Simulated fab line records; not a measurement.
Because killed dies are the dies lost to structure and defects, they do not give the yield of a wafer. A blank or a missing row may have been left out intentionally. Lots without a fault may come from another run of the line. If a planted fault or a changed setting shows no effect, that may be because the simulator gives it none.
Shared-tool check / flow sky130 / 14 lots, 42 wafers sampled

== WHAT PROMPTED THE OPENING ==
SKY_VT_ADJUST_LVTN_TW_MEAS_21, reading VT_ADJUST_LVTN_2_TW: flagged on 2 of 14 lots. Wafers without a fault read 188.1, standard deviation 1.9.
Rule: flag the lot when none of its wafers has a number, or when each of its wafers that has one lies beyond 4 standard deviations from that mean. The rest of the lots are taken to be sound.

lot=L786; measured=day 8 00:45; on=film-metro-03; VT_ADJUST_LVTN_2_TW, wafer by wafer=187.2 187.1 188.6; flag=
lot=L787; measured=day 8 06:16; on=film-metro-03; VT_ADJUST_LVTN_2_TW, wafer by wafer=186.6 187.5 187.6; flag=
lot=L789; measured=day 8 22:55; on=film-metro-03; VT_ADJUST_LVTN_2_TW, wafer by wafer=187.2 186.7 187.6; flag=
lot=L791; measured=day 9 05:39; on=film-metro-01; VT_ADJUST_LVTN_2_TW, wafer by wafer=185.8 185.3 186.6; flag=
lot=L792; measured=day 9 14:01; on=film-metro-03; VT_ADJUST_LVTN_2_TW, wafer by wafer=188.5 187.9 188.7; flag=
lot=L797; measured=day 11 04:41; on=film-metro-03; VT_ADJUST_LVTN_2_TW, wafer by wafer=30.1 30.2 29.9; flag=FLAGGED
lot=L798; measured=day 11 10:10; on=film-metro-01; VT_ADJUST_LVTN_2_TW, wafer by wafer=29.7 29.8 29.7; flag=FLAGGED
lot=L799; measured=day 11 17:12; on=film-metro-02; VT_ADJUST_LVTN_2_TW, wafer by wafer=189.7 190.0 190.0; flag=
lot=L800; measured=day 11 20:34; on=film-metro-02; VT_ADJUST_LVTN_2_TW, wafer by wafer=190.2 189.9 190.7; flag=
lot=L803; measured=day 12 20:10; on=film-metro-03; VT_ADJUST_LVTN_2_TW, wafer by wafer=187.4 188.5 188.3; flag=
lot=L805; measured=day 13 08:52; on=film-metro-03; VT_ADJUST_LVTN_2_TW, wafer by wafer=186.7 188.3 186.5; flag=
lot=L804; measured=day 13 14:47; on=film-metro-01; VT_ADJUST_LVTN_2_TW, wafer by wafer=185.0 184.2 186.0; flag=
lot=L807; measured=day 13 21:54; on=film-metro-01; VT_ADJUST_LVTN_2_TW, wafer by wafer=185.6 186.3 185.0; flag=
lot=L808; measured=day 14 04:19; on=film-metro-03; VT_ADJUST_LVTN_2_TW, wafer by wafer=188.3 188.4 187.4; flag=
Average over the flagged lots: 29.9; offset from the usual -158.2, equal to -83 standard deviations.

== LOT BY LOT: THE TOOL USED ==
The record keeps 1 process step preceding the reading, out of 708 steps on the route. Read each cell as the tool, then ch plus the chambers that the sampled wafers visited, then the start.
lot=L786; flag=; SKY_VT_ADJUST_LVTN_IMPLANT_19=implanter-03 ch 0, day 8 00:30
lot=L787; flag=; SKY_VT_ADJUST_LVTN_IMPLANT_19=implanter-04 ch 0, day 8 06:03
lot=L789; flag=; SKY_VT_ADJUST_LVTN_IMPLANT_19=implanter-03 ch 0, day 8 22:40
lot=L791; flag=; SKY_VT_ADJUST_LVTN_IMPLANT_19=implanter-04 ch 0, day 9 05:24
lot=L792; flag=; SKY_VT_ADJUST_LVTN_IMPLANT_19=implanter-03 ch 0, day 9 13:46
lot=L797; flag=FLAGGED; SKY_VT_ADJUST_LVTN_IMPLANT_19=implanter-04, day 11 04:27
lot=L798; flag=FLAGGED; SKY_VT_ADJUST_LVTN_IMPLANT_19=implanter-04, day 11 09:49
lot=L799; flag=; SKY_VT_ADJUST_LVTN_IMPLANT_19=implanter-04 ch 0, day 11 16:59
lot=L800; flag=; SKY_VT_ADJUST_LVTN_IMPLANT_19=implanter-02 ch 0, day 11 20:21
lot=L803; flag=; SKY_VT_ADJUST_LVTN_IMPLANT_19=implanter-04 ch 0, day 12 19:55
lot=L805; flag=; SKY_VT_ADJUST_LVTN_IMPLANT_19=implanter-03 ch 0, day 13 08:38
lot=L804; flag=; SKY_VT_ADJUST_LVTN_IMPLANT_19=implanter-02 ch 0, day 13 14:32
lot=L807; flag=; SKY_VT_ADJUST_LVTN_IMPLANT_19=implanter-03 ch 0, day 13 21:39
lot=L808; flag=; SKY_VT_ADJUST_LVTN_IMPLANT_19=implanter-04 ch 0, day 14 04:05
These steps, and what they do:
- SKY_VT_ADJUST_LVTN_IMPLANT_19
- SKY_VT_ADJUST_LVTN_TW_MEAS_21

== FLAGGED AGAINST TOTAL, ONE TOOL AT A TIME (gauges that did the reading follow at the end) ==
step=SKY_VT_ADJUST_LVTN_IMPLANT_19; tool=implanter-02; lots run=2; flagged=0; share of the flagged lots=none; sound lots run after its first flagged lot=-
step=SKY_VT_ADJUST_LVTN_IMPLANT_19; tool=implanter-03; lots run=5; flagged=0; share of the flagged lots=none; sound lots run after its first flagged lot=-
step=SKY_VT_ADJUST_LVTN_IMPLANT_19; tool=implanter-04; lots run=7; flagged=2; share of the flagged lots=all; sound lots run after its first flagged lot=3 (L799,L803,L808)
step=SKY_VT_ADJUST_LVTN_TW_MEAS_21; tool=film-metro-01; lots run=4; flagged=1; share of the flagged lots=some; sound lots run after its first flagged lot=2 (L804,L807)
step=SKY_VT_ADJUST_LVTN_TW_MEAS_21; tool=film-metro-02; lots run=2; flagged=0; share of the flagged lots=none; sound lots run after its first flagged lot=-
step=SKY_VT_ADJUST_LVTN_TW_MEAS_21; tool=film-metro-03; lots run=8; flagged=1; share of the flagged lots=some; sound lots run after its first flagged lot=3 (L803,L805,L808)

== WHAT IS ALLOWED BY THE TABLE ==
All flagged lots share 1 row of the table, namely implanter-04 at SKY_VT_ADJUST_LVTN_IMPLANT_19.
- implanter-04 at SKY_VT_ADJUST_LVTN_IMPLANT_19 ran 7 lots, 2 of them flagged. Sound lots ran on it after the first flagged one (L799, L803, L808), which a lasting fault on the whole tool wouldn't allow. On the flagged lots its readings are blank where sound lots have values: beam-energy-keV, beam-on-s.
None of the table's rows ran every flagged lot and, after the first, no sound lot.

== WHAT HAD BEEN PUT IN BY THE SIMULATOR ==
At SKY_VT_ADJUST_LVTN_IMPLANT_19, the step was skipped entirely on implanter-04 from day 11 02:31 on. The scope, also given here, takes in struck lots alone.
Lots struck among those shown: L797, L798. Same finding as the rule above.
